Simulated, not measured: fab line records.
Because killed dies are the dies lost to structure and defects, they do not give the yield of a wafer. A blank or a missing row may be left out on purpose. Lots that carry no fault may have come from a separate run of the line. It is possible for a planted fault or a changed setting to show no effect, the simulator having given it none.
Matching of chambers / flow sky130 / SKY_METAL3_ETCH_17 on rie-diel-04: 4 sister chambers
The step etches SiO2 in C4F8/O2/Ar, stops on TiN, time 3.9 s, target depth 15 nm. 8 wafers are shown with their chamber, then 10 later ones without.

== WAFERS, EACH WITH ITS CHAMBER ==
wafer=L077.2; chamber=3; oes-product-au (a.u.)=0.754
wafer=L081.3; chamber=2; oes-product-au (a.u.)=0.769
wafer=L081.4; chamber=1; oes-product-au (a.u.)=0.768
wafer=L083.4; chamber=3; oes-product-au (a.u.)=0.757
wafer=L083.6; chamber=2; oes-product-au (a.u.)=0.761
wafer=L086.6; chamber=0; oes-product-au (a.u.)=0.753
wafer=L090.1; chamber=0; oes-product-au (a.u.)=0.755
wafer=L090.2; chamber=1; oes-product-au (a.u.)=0.755

== WAFERS WHOSE CHAMBER IS MISSING ==
wafer=L090.6; oes-product-au (a.u.)=0.755
wafer=L091.1; oes-product-au (a.u.)=0.750
wafer=L091.4; oes-product-au (a.u.)=0.754
wafer=L091.5; oes-product-au (a.u.)=0.759
wafer=L093.1; oes-product-au (a.u.)=0.755
wafer=L093.4; oes-product-au (a.u.)=0.760
wafer=L093.6; oes-product-au (a.u.)=0.752
wafer=L095.1; oes-product-au (a.u.)=0.753
wafer=L095.3; oes-product-au (a.u.)=0.761
wafer=L095.6; oes-product-au (a.u.)=0.765

== WHICH CHAMBER EACH ONE RAN IN ==
wafer=L090.6; from the rows above=can't be placed: 3 or 0 or 1 or 2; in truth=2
wafer=L091.1; from the rows above=can't be placed: 0 or 3 or 1 or 2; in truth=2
wafer=L091.4; from the rows above=can't be placed: 0 or 3 or 1 or 2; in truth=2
wafer=L091.5; from the rows above=can't be placed: 1 or 3 or 0 or 2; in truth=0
wafer=L093.1; from the rows above=can't be placed: 3 or 0 or 1 or 2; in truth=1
wafer=L093.4; from the rows above=can't be placed: 1 or 3 or 2 or 0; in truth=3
wafer=L093.6; from the rows above=can't be placed: 0 or 3 or 1 or 2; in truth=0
wafer=L095.1; from the rows above=can't be placed: 0 or 3 or 1 or 2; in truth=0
wafer=L095.3; from the rows above=can't be placed: 1 or 2 or 3 or 0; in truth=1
wafer=L095.6; from the rows above=can't be placed: 2 or 1 or 3 or 0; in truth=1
Correctly placed: 0 of 10. Unplaceable from these rows: 10, with the true chamber sitting among the candidates in 10. Placed wrongly: 0.
How it was worked out, from the rows above alone: a wafer's distance from a chamber is the root of the sum, over the readings, of the square of ((its reading less the chamber's mean) divided by the reading's scatter). If the next closest chamber is less than 2 further off than the closest, the wafer can't be placed; otherwise it belongs to the closest. A chamber's mean is the mean of its shown wafers. The scatter: the root of (the sum of the squares of (reading less its chamber's mean) over the shown wafers, divided by (wafers less chambers)).
